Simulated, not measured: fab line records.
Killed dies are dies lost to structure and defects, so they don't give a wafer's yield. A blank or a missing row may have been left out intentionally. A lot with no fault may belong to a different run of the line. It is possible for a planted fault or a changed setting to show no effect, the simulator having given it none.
fab line records / flow sky130
[record] lots = 13 wafers = 39 last_day = 51
route steps=708 shown NWELL@34 SONOS_ONO@171 POLY_GATE@227
lots that met no fault: taken from a fault-free run of the same line
start_h: hours from the record's opening day to when the first of the lot's shown wafers began / wait_h: hours from the lot's prior step to this one / " as in the row above / L1.1+2: one row covering several wafers at once / - either no value or no given start / * or withheld: withheld / < > ~ a bound
route shown NAME@n: names a module that has steps shown in the file, with the first one's number in the route / usual: mean/standard deviation taken from wafers without a fault / same: alike in all rows / chamber/n: place in a boat / sites: each site's reading / _std_site: standard deviation across them / _edge_site: inner sites' mean taken away from outer sites' mean / radius_mm: how far each site lies from the wafer's centre / mask NAME#n: copy n / behind: the most recent tool/chamber to have shaped the wafer / hold: why the lot went on hold/how many hours it stayed there/how the hold came to an end / device: which transistor (n, p or np) failed to switch / end of line: the tests these same wafers got at the end of their route / where a step has no rows: the recipe by itself / killed: dies that structure and defects cost at the first sort, which is not the same as the wafer's yield / map: a wafer's dies, marking killed ones x, the rest . and places with no die _
set.NAME: the run value of the setting; set.NAME@STEP: its run value at that earlier step / model.NAME: the simulator's own value behind a step, which no gauge read
the route's steps for a sample of lots (tables are steps, rows are wafers)
services: the hour from which a tool's chamber was out of use, counted from the record's first day as start_h (under 0 if before that day), plus the number of hours and why
[[steps]]
[step SKY_NWELL_THK_MEAS_02]
[recipe] reads = SiO2_of_NWELL_OXIDATION_01
[usual] NWELL_OXIDATION_THK = 10.11/0.21
lot.wafer=L916.1 tool=film_metro-02 chamber=- start_h=36.21 wait_h=0.0 NWELL_OXIDATION_THK[nm]=10.43
lot.wafer=L916.3 tool=film_metro-02 chamber=- start_h=36.21 wait_h=0.0 NWELL_OXIDATION_THK[nm]=10.30
lot.wafer=L916.4 tool=film_metro-02 chamber=- start_h=36.21 wait_h=0.0 NWELL_OXIDATION_THK[nm]=10.35
lot.wafer=L918.3 tool=film_metro-03 chamber=- start_h=46.67 wait_h=0.0 NWELL_OXIDATION_THK[nm]=10.17
lot.wafer=L918.4 tool=film_metro-03 chamber=- start_h=46.67 wait_h=0.0 NWELL_OXIDATION_THK[nm]=10.28
lot.wafer=L918.6 tool=film_metro-03 chamber=- start_h=46.67 wait_h=0.0 NWELL_OXIDATION_THK[nm]=10.21
lot.wafer=L919.1 tool=film_metro-02 chamber=- start_h=51.85 wait_h=0.0 NWELL_OXIDATION_THK[nm]=9.78
lot.wafer=L919.2 tool=film_metro-02 chamber=- start_h=51.85 wait_h=0.0 NWELL_OXIDATION_THK[nm]=9.81
lot.wafer=L919.6 tool=film_metro-02 chamber=- start_h=51.85 wait_h=0.0 NWELL_OXIDATION_THK[nm]=9.68
lot.wafer=L920.1 tool=film_metro-03 chamber=- start_h=59.97 wait_h=0.0 NWELL_OXIDATION_THK[nm]=9.76
lot.wafer=L920.2 tool=film_metro-03 chamber=- start_h=59.97 wait_h=0.0 NWELL_OXIDATION_THK[nm]=9.72
lot.wafer=L920.5 tool=film_metro-03 chamber=- start_h=59.97 wait_h=0.0 NWELL_OXIDATION_THK[nm]=10.19
lot.wafer=L921.1 tool=film_metro-03 chamber=- start_h=65.45 wait_h=0.0 NWELL_OXIDATION_THK[nm]=9.66
lot.wafer=L921.3 tool=film_metro-03 chamber=- start_h=65.45 wait_h=0.0 NWELL_OXIDATION_THK[nm]=9.83
lot.wafer=L921.5 tool=film_metro-03 chamber=- start_h=65.45 wait_h=0.0 NWELL_OXIDATION_THK[nm]=9.86
lot.wafer=L922.1 tool=film_metro-03 chamber=- start_h=69.53 wait_h=0.0 NWELL_OXIDATION_THK[nm]=10.11
lot.wafer=L922.2 tool=film_metro-03 chamber=- start_h=69.53 wait_h=0.0 NWELL_OXIDATION_THK[nm]=10.16
lot.wafer=L922.6 tool=film_metro-03 chamber=- start_h=69.53 wait_h=0.0 NWELL_OXIDATION_THK[nm]=10.21
lot.wafer=L923.1 tool=film_metro-03 chamber=- start_h=71.68 wait_h=0.0 NWELL_OXIDATION_THK[nm]=10.14
lot.wafer=L923.3 tool=film_metro-03 chamber=- start_h=71.68 wait_h=0.0 NWELL_OXIDATION_THK[nm]=9.98
lot.wafer=L923.5 tool=film_metro-03 chamber=- start_h=71.68 wait_h=0.0 NWELL_OXIDATION_THK[nm]=10.16
lot.wafer=L924.2 tool=film_metro-03 chamber=- start_h=76.91 wait_h=0.0 NWELL_OXIDATION_THK[nm]=10.04
lot.wafer=L924.5 tool=film_metro-03 chamber=- start_h=76.91 wait_h=0.0 NWELL_OXIDATION_THK[nm]=10.26
lot.wafer=L924.6 tool=film_metro-03 chamber=- start_h=76.91 wait_h=0.0 NWELL_OXIDATION_THK[nm]=10.34
lot.wafer=L928.1 tool=film_metro-02 chamber=- start_h=100.89 wait_h=0.0 NWELL_OXIDATION_THK[nm]=9.97
lot.wafer=L928.4 tool=film_metro-02 chamber=- start_h=100.89 wait_h=0.0 NWELL_OXIDATION_THK[nm]=9.96
lot.wafer=L928.5 tool=film_metro-02 chamber=- start_h=100.89 wait_h=0.0 NWELL_OXIDATION_THK[nm]=9.99
lot.wafer=L936.1 tool=film_metro-03 chamber=- start_h=152.24 wait_h=0.0 NWELL_OXIDATION_THK[nm]=10.14
lot.wafer=L936.2 tool=film_metro-03 chamber=- start_h=152.24 wait_h=0.0 NWELL_OXIDATION_THK[nm]=10.25
lot.wafer=L936.4 tool=film_metro-03 chamber=- start_h=152.24 wait_h=0.0 NWELL_OXIDATION_THK[nm]=10.40
lot.wafer=L937.2 tool=film_metro-02 chamber=- start_h=152.25 wait_h=0.0 NWELL_OXIDATION_THK[nm]=10.12
lot.wafer=L937.5 tool=film_metro-02 chamber=- start_h=152.25 wait_h=0.0 NWELL_OXIDATION_THK[nm]=10.40
lot.wafer=L937.6 tool=film_metro-02 chamber=- start_h=152.25 wait_h=0.0 NWELL_OXIDATION_THK[nm]=10.34
lot.wafer=L938.1 tool=film_metro-03 chamber=- start_h=156.05 wait_h=0.0 NWELL_OXIDATION_THK[nm]=10.22
lot.wafer=L938.3 tool=film_metro-03 chamber=- start_h=156.05 wait_h=0.0 NWELL_OXIDATION_THK[nm]=10.18
lot.wafer=L938.5 tool=film_metro-03 chamber=- start_h=156.05 wait_h=0.0 NWELL_OXIDATION_THK[nm]=10.11
lot.wafer=L939.1 tool=film_metro-03 chamber=- start_h=188.42 wait_h=0.0 NWELL_OXIDATION_THK[nm]=10.01
lot.wafer=L939.2 tool=film_metro-03 chamber=- start_h=188.42 wait_h=0.0 NWELL_OXIDATION_THK[nm]=10.02
lot.wafer=L939.4 tool=film_metro-03 chamber=- start_h=188.42 wait_h=0.0 NWELL_OXIDATION_THK[nm]=10.05
[step SKY_NWELL_EXPOSE_20]
[recipe] mask_id = NWM_COMPLEMENT na = 0.6 source_shape = conventional sigma_outer = 0.6 polarization = unpolarized target_cd_nm = 840 dose_mj = 260
lot.wafer=L916.1+3+4 tool=iline_stepper-02 chamber=0 start_h=94.64 wait_h=- mask=NWM_COMPLEMENT#0
lot.wafer=L918.3+4+6 tool=iline_stepper-01 chamber=0 start_h=105.71 wait_h=- mask=NWM_COMPLEMENT#0
lot.wafer=L919.1+2+6 tool=iline_stepper-01 chamber=0 start_h=112.57 wait_h=- mask=NWM_COMPLEMENT#0
lot.wafer=L920.1+2+5 tool=iline_stepper-02 chamber=0 start_h=121.83 wait_h=- mask=NWM_COMPLEMENT#0
lot.wafer=L921.1+3+5 tool=iline_stepper-01 chamber=0 start_h=127.33 wait_h=- mask=NWM_COMPLEMENT#0
lot.wafer=L922.1+2+6 tool=iline_stepper-01 chamber=0 start_h=132.17 wait_h=- mask=NWM_COMPLEMENT#0
lot.wafer=L923.1+3+5 tool=iline_stepper-01 chamber=0 start_h=134.30 wait_h=- mask=NWM_COMPLEMENT#0
lot.wafer=L924.2+5+6 tool=iline_stepper-01 chamber=0 start_h=140.09 wait_h=- mask=NWM_COMPLEMENT#0
lot.wafer=L928.1+4+5 tool=iline_stepper-01 chamber=0 start_h=162.20 wait_h=- mask=NWM_COMPLEMENT_R1#0
lot.wafer=L937.2+5+6 tool=iline_stepper-01 chamber=0 start_h=225.56 wait_h=- mask=NWM_COMPLEMENT#0
lot.wafer=L936.1+2+4 tool=iline_stepper-01 chamber=0 start_h=226.15 wait_h=- mask=NWM_COMPLEMENT#0
lot.wafer=L938.1+3+5 tool=iline_stepper-01 chamber=0 start_h=228.47 wait_h=- mask=NWM_COMPLEMENT#0
lot.wafer=L939.1+2+4 tool=iline_stepper-01 chamber=0 start_h=266.30 wait_h=- mask=NWM_COMPLEMENT#0
[step SKY_SONOS_ONO_THK_MEAS_03]
[recipe] reads = Si3N4_of_SONOS_ONO_CVD_02
[usual] SONOS_ONO_CVD_02_THK = 10.49/0.16
lot.wafer=L916.1 tool=film_metro-02 chamber=- start_h=245.89 wait_h=0.0 SONOS_ONO_CVD_02_THK[nm]=10.50
lot.wafer=L916.3 tool=film_metro-02 chamber=- start_h=245.89 wait_h=0.0 SONOS_ONO_CVD_02_THK[nm]=10.60
lot.wafer=L916.4 tool=film_metro-02 chamber=- start_h=245.89 wait_h=0.0 SONOS_ONO_CVD_02_THK[nm]=10.45
lot.wafer=L918.3 tool=film_metro-01 chamber=- start_h=256.88 wait_h=0.0 SONOS_ONO_CVD_02_THK[nm]=10.59
lot.wafer=L918.4 tool=film_metro-01 chamber=- start_h=256.88 wait_h=0.0 SONOS_ONO_CVD_02_THK[nm]=10.66
lot.wafer=L918.6 tool=film_metro-01 chamber=- start_h=256.88 wait_h=0.0 SONOS_ONO_CVD_02_THK[nm]=10.76
lot.wafer=L919.1 tool=film_metro-01 chamber=- start_h=272.01 wait_h=0.0 SONOS_ONO_CVD_02_THK[nm]=10.48
lot.wafer=L919.2 tool=film_metro-01 chamber=- start_h=272.01 wait_h=0.0 SONOS_ONO_CVD_02_THK[nm]=10.75
lot.wafer=L919.6 tool=film_metro-01 chamber=- start_h=272.01 wait_h=0.0 SONOS_ONO_CVD_02_THK[nm]=10.69
lot.wafer=L920.1 tool=film_metro-01 chamber=- start_h=281.25 wait_h=0.0 SONOS_ONO_CVD_02_THK[nm]=10.74
lot.wafer=L920.2 tool=film_metro-01 chamber=- start_h=281.25 wait_h=0.0 SONOS_ONO_CVD_02_THK[nm]=10.73
lot.wafer=L920.5 tool=film_metro-01 chamber=- start_h=281.25 wait_h=0.0 SONOS_ONO_CVD_02_THK[nm]=10.77
lot.wafer=L921.1 tool=film_metro-01 chamber=- start_h=289.53 wait_h=0.0 SONOS_ONO_CVD_02_THK[nm]=10.48
lot.wafer=L921.3 tool=film_metro-01 chamber=- start_h=289.53 wait_h=0.0 SONOS_ONO_CVD_02_THK[nm]=10.43
lot.wafer=L921.5 tool=film_metro-01 chamber=- start_h=289.53 wait_h=0.0 SONOS_ONO_CVD_02_THK[nm]=10.37
lot.wafer=L922.1 tool=film_metro-02 chamber=- start_h=295.73 wait_h=0.0 SONOS_ONO_CVD_02_THK[nm]=10.48
lot.wafer=L922.2 tool=film_metro-02 chamber=- start_h=295.73 wait_h=0.0 SONOS_ONO_CVD_02_THK[nm]=10.53
lot.wafer=L922.6 tool=film_metro-02 chamber=- start_h=295.73 wait_h=0.0 SONOS_ONO_CVD_02_THK[nm]=10.40
lot.wafer=L923.1 tool=film_metro-01 chamber=- start_h=302.87 wait_h=0.0 SONOS_ONO_CVD_02_THK[nm]=10.54
lot.wafer=L923.3 tool=film_metro-01 chamber=- start_h=302.87 wait_h=0.0 SONOS_ONO_CVD_02_THK[nm]=10.65
lot.wafer=L923.5 tool=film_metro-01 chamber=- start_h=302.87 wait_h=0.0 SONOS_ONO_CVD_02_THK[nm]=10.64
lot.wafer=L924.2 tool=film_metro-01 chamber=- start_h=305.72 wait_h=0.0 SONOS_ONO_CVD_02_THK[nm]=10.54
lot.wafer=L924.5 tool=film_metro-01 chamber=- start_h=305.72 wait_h=0.0 SONOS_ONO_CVD_02_THK[nm]=10.65
lot.wafer=L924.6 tool=film_metro-01 chamber=- start_h=305.72 wait_h=0.0 SONOS_ONO_CVD_02_THK[nm]=10.55
lot.wafer=L928.1 tool=film_metro-03 chamber=- start_h=344.01 wait_h=0.0 SONOS_ONO_CVD_02_THK[nm]=10.55
lot.wafer=L928.4 tool=film_metro-03 chamber=- start_h=344.01 wait_h=0.0 SONOS_ONO_CVD_02_THK[nm]=10.46
lot.wafer=L928.5 tool=film_metro-03 chamber=- start_h=344.01 wait_h=0.0 SONOS_ONO_CVD_02_THK[nm]=10.46
lot.wafer=L937.2 tool=film_metro-02 chamber=- start_h=426.90 wait_h=0.0 SONOS_ONO_CVD_02_THK[nm]=10.28
lot.wafer=L937.5 tool=film_metro-02 chamber=- start_h=426.90 wait_h=0.0 SONOS_ONO_CVD_02_THK[nm]=10.30
lot.wafer=L937.6 tool=film_metro-02 chamber=- start_h=426.90 wait_h=0.0 SONOS_ONO_CVD_02_THK[nm]=10.30
lot.wafer=L936.1 tool=film_metro-03 chamber=- start_h=432.46 wait_h=0.0 SONOS_ONO_CVD_02_THK[nm]=10.73
lot.wafer=L936.2 tool=film_metro-03 chamber=- start_h=432.46 wait_h=0.0 SONOS_ONO_CVD_02_THK[nm]=10.51
lot.wafer=L936.4 tool=film_metro-03 chamber=- start_h=432.46 wait_h=0.0 SONOS_ONO_CVD_02_THK[nm]=10.60
lot.wafer=L938.1 tool=film_metro-03 chamber=- start_h=434.77 wait_h=0.1 SONOS_ONO_CVD_02_THK[nm]=10.27
lot.wafer=L938.3 tool=film_metro-03 chamber=- start_h=434.77 wait_h=0.1 SONOS_ONO_CVD_02_THK[nm]=10.15
lot.wafer=L938.5 tool=film_metro-03 chamber=- start_h=434.77 wait_h=0.1 SONOS_ONO_CVD_02_THK[nm]=10.37
lot.wafer=L939.1 tool=film_metro-01 chamber=- start_h=482.78 wait_h=0.0 SONOS_ONO_CVD_02_THK[nm]=10.28
lot.wafer=L939.2 tool=film_metro-01 chamber=- start_h=482.78 wait_h=0.0 SONOS_ONO_CVD_02_THK[nm]=10.25
lot.wafer=L939.4 tool=film_metro-01 chamber=- start_h=482.78 wait_h=0.0 SONOS_ONO_CVD_02_THK[nm]=10.22
[step SKY_POLY_GATE_CD_MEAS_13]
[recipe] target_cd_nm = 150
[usual] cd_nm = 149.9/2
lot.wafer=L916.1 tool=cd_sem-01 chamber=- start_h=358.40 wait_h=- cd_nm=153.7
lot.wafer=L916.3 tool=cd_sem-01 chamber=- start_h=358.40 wait_h=- cd_nm=153.3
lot.wafer=L916.4 tool=cd_sem-01 chamber=- start_h=358.40 wait_h=- cd_nm=152.6
lot.wafer=L918.3 tool=cd_sem-02 chamber=- start_h=369.46 wait_h=- cd_nm=147.1
lot.wafer=L918.4 tool=cd_sem-02 chamber=- start_h=369.46 wait_h=- cd_nm=149.4
lot.wafer=L918.6 tool=cd_sem-02 chamber=- start_h=369.46 wait_h=- cd_nm=147.5
lot.wafer=L919.1 tool=cd_sem-02 chamber=- start_h=387.04 wait_h=- cd_nm=151.5
lot.wafer=L919.2 tool=cd_sem-02 chamber=- start_h=387.04 wait_h=- cd_nm=149.4
lot.wafer=L919.6 tool=cd_sem-02 chamber=- start_h=387.04 wait_h=- cd_nm=150.0
lot.wafer=L920.1 tool=cd_sem-01 chamber=- start_h=397.95 wait_h=- cd_nm=150.5
lot.wafer=L920.2 tool=cd_sem-01 chamber=- start_h=397.95 wait_h=- cd_nm=151.1
lot.wafer=L920.5 tool=cd_sem-01 chamber=- start_h=397.95 wait_h=- cd_nm=150.2
lot.wafer=L921.1 tool=cd_sem-01 chamber=- start_h=410.25 wait_h=- cd_nm=147.5
lot.wafer=L921.3 tool=cd_sem-01 chamber=- start_h=410.25 wait_h=- cd_nm=147.8
lot.wafer=L921.5 tool=cd_sem-01 chamber=- start_h=410.25 wait_h=- cd_nm=146.8
lot.wafer=L922.1 tool=cd_sem-02 chamber=- start_h=414.05 wait_h=- cd_nm=152.1
lot.wafer=L922.2 tool=cd_sem-02 chamber=- start_h=414.05 wait_h=- cd_nm=151.0
lot.wafer=L922.6 tool=cd_sem-02 chamber=- start_h=414.05 wait_h=- cd_nm=152.0
lot.wafer=L923.1 tool=cd_sem-01 chamber=- start_h=425.04 wait_h=- cd_nm=147.2
lot.wafer=L923.3 tool=cd_sem-01 chamber=- start_h=425.04 wait_h=- cd_nm=147.7
lot.wafer=L923.5 tool=cd_sem-01 chamber=- start_h=425.04 wait_h=- cd_nm=146.0
lot.wafer=L924.2 tool=cd_sem-01 chamber=- start_h=428.11 wait_h=- cd_nm=148.2
lot.wafer=L924.5 tool=cd_sem-01 chamber=- start_h=428.11 wait_h=- cd_nm=147.2
lot.wafer=L924.6 tool=cd_sem-01 chamber=- start_h=428.11 wait_h=- cd_nm=148.2
lot.wafer=L928.1 tool=cd_sem-01 chamber=- start_h=468.84 wait_h=- cd_nm=149.7
lot.wafer=L928.4 tool=cd_sem-01 chamber=- start_h=468.84 wait_h=- cd_nm=148.4
lot.wafer=L928.5 tool=cd_sem-01 chamber=- start_h=468.84 wait_h=- cd_nm=150.1
lot.wafer=L937.2 tool=cd_sem-02 chamber=- start_h=557.86 wait_h=- cd_nm=150.1
lot.wafer=L937.5 tool=cd_sem-02 chamber=- start_h=557.86 wait_h=- cd_nm=150.6
lot.wafer=L937.6 tool=cd_sem-02 chamber=- start_h=557.86 wait_h=- cd_nm=150.6
lot.wafer=L936.1 tool=cd_sem-01 chamber=- start_h=562.61 wait_h=- cd_nm=150.5
lot.wafer=L936.2 tool=cd_sem-01 chamber=- start_h=562.61 wait_h=- cd_nm=150.7
lot.wafer=L936.4 tool=cd_sem-01 chamber=- start_h=562.61 wait_h=- cd_nm=150.9
lot.wafer=L938.1 tool=cd_sem-01 chamber=- start_h=564.61 wait_h=- cd_nm=153.4
lot.wafer=L938.3 tool=cd_sem-01 chamber=- start_h=564.61 wait_h=- cd_nm=152.8
lot.wafer=L938.5 tool=cd_sem-01 chamber=- start_h=564.61 wait_h=- cd_nm=150.8
lot.wafer=L939.1 tool=cd_sem-02 chamber=- start_h=612.04 wait_h=- cd_nm=151.2
lot.wafer=L939.2 tool=cd_sem-02 chamber=- start_h=612.04 wait_h=- cd_nm=150.9
lot.wafer=L939.4 tool=cd_sem-02 chamber=- start_h=612.04 wait_h=- cd_nm=150.9
[[services]]
tool=iline_stepper-02 chamber=- start_h=80.95 hours=11.9 kind=repair
tool=iline_stepper-01 chamber=- start_h=92.88 hours=1.7 kind=pm
tool=iline_stepper-02 chamber=0 start_h=169.12 hours=- kind=calibration
tool=iline_stepper-01 chamber=0 start_h=178.14 hours=- kind=calibration
tool=iline_stepper-02 chamber=- start_h=182.02 hours=2.1 kind=pm
tool=iline_stepper-02 chamber=- start_h=184.10 hours=- kind=consumable_replace:lamp
tool=iline_stepper-02 chamber=- start_h=223.76 hours=8.4 kind=repair
tool=iline_stepper-01 chamber=- start_h=232.29 hours=4.3 kind=pm
tool=iline_stepper-02 chamber=- start_h=257.04 hours=1.7 kind=pm
[[key]]
[first_sign] step = SKY_NWELL_EXPOSE_20 reading = mask direction = changed
effect none on later readings
met_at SKY_NWELL_EXPOSE_20
struck_lots L928
sort_left_out L928.1,L928.4,L928.5
tester_left_out L928
not_acting_at SKY_NWELL_THK_MEAS_02,SKY_SONOS_ONO_THK_MEAS_03,SKY_POLY_GATE_CD_MEAS_13
onset_between 140.09 162.20
[fault] kind = wrong_mask tool = any chamber = - onset_h = 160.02 steps = SKY_NWELL_EXPOSE_20 aux_copy = NWM_COMPLEMENT_R1#0 cd_offset_nm = -101 scope = struck_lots_only
// tester_left_out: of these lots the tester's yield and bins aren't shown, on N5 and GAA mostly nor the transistor test; their killed dies are dies lost to structure and defects alone, not to doping, threshold or leakage, so they don't give the yield
// sort_left_out: the simulated sort isn't trusted on such a fault, so these wafers' sort isn't shown, and their yield isn't known
